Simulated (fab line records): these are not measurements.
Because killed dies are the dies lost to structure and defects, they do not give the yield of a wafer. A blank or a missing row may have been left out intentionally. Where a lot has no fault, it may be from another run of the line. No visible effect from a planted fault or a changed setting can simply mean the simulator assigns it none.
fab line records	flow sfq-line
record: lots: 14	wafers: 41	last-day: 94
route steps=325 shown I5@228 C5@248
lots with no fault: from the same line, run without faults
start-h: the number of hours between the record's first day and the start of the first shown wafer of the lot	wait-h: hours elapsed since this lot's preceding step	" identical to the entry in the row above	L1.1+2: a single row standing in for several wafers	- value missing, or start not given	* or withheld: withheld	< > ~ a bound
route shown NAME@n: names a module that has steps shown in the file, with the first one's number in the route	usual: mean/standard deviation taken from wafers without a fault	same: alike in all rows	chamber/n: place in a boat	sites: the reading at each site	_std_site: the standard deviation of these	_edge_site: inner sites' mean taken away from outer sites' mean	radius-mm: how far each site lies from the wafer's centre	mask NAME#n: copy n	behind: tool/chamber where the wafer was last shaped	hold: the reason the lot was held/the length of the hold in hours/how it ended	device: which transistor (n, p or np) failed to switch	end of line: tests run on the same wafers once the route is complete	step lacking rows: just its recipe	killed: the dies lost at the first sort to structure and to defects; this is not the yield of the wafer	map: dies across one wafer; x = killed, . = not, _ = none there
set.NAME: the setting as run; set.NAME@STEP: as run at that earlier step	model.NAME: the simulator's own value behind a step, which no gauge read
one table for each step of the route and one row for each wafer, over a sample of lots
services: the hour from which a tool's chamber was out of use, counted from the record's first day as start-h (under 0 if before that day), plus the number of hours and why
== steps ==
step: SFQ_TRILAYER_A5C_DEP_PECVD_142
recipe: material: SiO2	temp-c: 150	time-s: 15.556	pressure-torr: 2.4	rf-w: 183.3	precursor: SiH4/N2O	target-thk-nm: 70
usual: heater-power-w: 86/16	throttle-valve-pct: 24.4/0.92
lot.wafer	tool	chamber	start-h	wait-h	heater-power-w	throttle-valve-pct
L600.1	pecvd-03	2	1393.52	0.0	85	24.1
L600.5	"	1	"	"	108	24.1
L600.6	"	0	"	"	102	22.4
L601.1	pecvd-03	2	1427.01	0.0	75	24.3
L601.2	"	0	"	"	100	22.5
L601.6	"	0	"	"	104	22.2
L602.3	pecvd-04	0	1428.93	0.0	64	23.6
L602.4	"	1	"	"	72	25.2
L602.6	"	0	"	"	66	23.7
L603.1	pecvd-01	1	1432.71	0.0	68	25.4
L603.3	"	0	"	"	83	23.7
L603.4	"	0	"	"	83	24.1
L604.2	pecvd-03	1	1442.31	0.0	107	24.1
L604.4	"	1	"	"	106	24.4
L604.5	"	2	"	"	82	24.4
L605.1	pecvd-03	2	1467.85	0.0	79	24.4
L605.2	"	1	"	"	111	24.3
L605.3	"	0	"	"	104	22.8
L606.2	pecvd-01	0	1471.88	0.0	80	24.0
L606.3	"	2	"	"	74	25.0
L606.4	"	0	"	"	81	24.0
L607.2	pecvd-03	2	1488.91	0.0	84	24.8
L607.3	"	1	"	"	109	24.4
L607.5	"	0	"	"	109	22.6
L611.2	pecvd-01	1	1630.40	0.0	75	25.4
L611.3	"	1	"	"	75	25.3
L611.4	"	2	"	"	76	25.0
L617.4	pecvd-01	1	1641.21	0.0	67	25.3
L617.5	"	2	"	"	72	25.0
L618.1	pecvd-04	0	1644.20	0.0	71	24.1
L618.2	"	1	"	"	70	25.9
L618.6	"	0	"	"	56	24.3
L620.2	pecvd-04	2	1647.80	0.0	102	23.6
L620.3	"	1	"	"	76	25.7
L620.5	"	1	"	"	79	25.8
L621.2	pecvd-03	1	1650.20	0.0	110	24.9
L621.4	"	0	"	"	97	22.9
L621.6	"	2	"	"	83	25.1
L623.1	pecvd-04	0	1653.32	0.0	68	24.5
L623.2	"	1	"	"	73	26.0
L623.4	"	0	"	"	69	24.3
step: SFQ_TRILAYER_C5_ETCH_VIA_ETCH_154
recipe: target: SiO2	mask-material: PR	chemistry: CHF3	target-depth-nm: 84	source-w: 500	bias-w: 80	pressure-mtorr: 30	time-s: withheld	stop-on: Nb
usual: drypump-motor-current-A: 5.6/0.39	oes-product-au: 0.896/0.0091
lot.wafer	tool	chamber	start-h	wait-h	drypump-motor-current-A	oes-product-au
L600.1	rie-diel-01	3	1617.97	0.0	5.6	0.884
L600.5	"	3	"	"	5.6	0.915
L600.6	"	0	"	"	5.4	0.915
L601.1	rie-diel-01	0	1658.94	0.0	5.4	0.881
L601.2	"	3	"	"	5.7	0.893
L601.6	"	0	"	"	5.4	0.898
L602.3	rie-diel-02	1	1661.34	0.0	6.2	0.885
L602.4	"	3	"	"	5.9	0.906
L602.6	"	3	"	"	5.9	0.894
L603.1	rie-diel-01	1	1668.54	0.0	5.2	0.892
L603.3	"	3	"	"	5.6	0.895
L603.4	"	0	"	"	5.4	0.898
L604.2	rie-diel-03	0	1669.87	0.0	6.2	0.893
L604.4	"	3	"	"	5.0	0.899
L604.5	"	0	"	"	6.2	0.883
L605.1	rie-diel-02	3	1671.07	0.0	5.8	0.874
L605.2	"	1	"	"	6.1	0.895
L605.3	"	2	"	"	5.8	0.898
L606.2	rie-diel-01	3	1672.27	0.0	5.7	0.887
L606.3	"	1	"	"	5.2	0.903
L606.4	"	1	"	"	5.2	0.899
L607.2	rie-diel-03	2	1674.47	0.0	5.7	0.879
L607.3	"	0	"	"	6.2	0.906
L607.5	"	3	"	"	5.0	0.897
L611.2	rie-diel-03	2	1729.32	0.0	5.7	0.893
L611.3	"	1	"	"	5.8	0.898
L611.4	"	3	"	"	5.0	0.957
L617.4	rie-diel-03	0	1774.59	0.0	6.2	0.941
L617.5	"	2	"	"	5.7	0.895
L618.1	rie-diel-01	0	1807.09	0.0	5.4	0.893
L618.2	"	1	"	"	5.2	0.897
L618.6	"	0	"	"	5.4	0.903
L620.2	rie-diel-01	0	1862.53	0.0	5.4	0.898
L620.3	"	3	"	"	5.6	0.902
L620.5	"	3	"	"	5.6	0.920
L621.2	rie-diel-03	0	1864.93	0.0	6.2	0.892
L621.4	"	1	"	"	5.8	0.901
L621.6	"	2	"	"	5.7	0.888
L623.1	rie-diel-03	2	1868.99	0.0	5.7	0.895
L623.2	"	3	"	"	5.0	0.913
L623.4	"	1	"	"	5.8	0.908
== services ==
tool	chamber	start-h	hours	kind
pecvd-04	-	1398.50	5.5	pm
rie-diel-03	1	1427.41	16.6	repair
rie-diel-01	1	1451.29	1.7	repair
pecvd-03	-	1462.13	0.5	repair
rie-diel-03	2	1470.66	3.6	repair
rie-diel-01	1	1485.37	33.5	repair
rie-diel-01	1	1535.32	1.6	repair
rie-diel-01	0	1535.94	6.6	repair
pecvd-03	-	1616.46	2.8	pm
rie-diel-01	2	1645.39	4.7	repair
pecvd-03	-	1676.35	6.0	pm
rie-diel-01	2	1679.45	7.6	repair
rie-diel-03	0	1680.41	8.4	repair
pecvd-03	2	1684.28	3.9	repair
rie-diel-01	-	1714.67	2.8	pm
rie-diel-03	1	1736.43	2.2	repair
rie-diel-03	0	1739.00	7.9	repair
rie-diel-03	1	1770.22	4.3	repair
rie-diel-01	3	1783.52	7.4	repair
rie-diel-01	0	1784.70	21.5	repair
rie-diel-03	0	1805.35	4.3	repair
rie-diel-01	3	1822.65	11.5	repair
rie-diel-01	0	1831.82	5.3	repair
rie-diel-03	2	1845.45	1.9	repair
== key ==
first-sign: step: SFQ_TRILAYER_C5_ETCH_VIA_ETCH_154	reading: oes-product-au	direction: up	sigmas: 5.8	usual: 0.896	struck: 0.949
effect none on later readings
met-at SFQ_TRILAYER_A5C_DEP_PECVD_142
struck-lots L611,L617
struck-wafers L611.4,L617.4
onset-between 1471.88 1630.40
fault: kind: process-parameter-drift	tool: pecvd-01	chamber: -	onset-h: 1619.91	steps: SFQ_TRILAYER_A5C_DEP_PECVD_142	channel: target-thk-nm	offset: 7.143	shape: step	end-h: 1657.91	scope: struck-wafers-only	acts-in: these-recipes-only	stated: 70
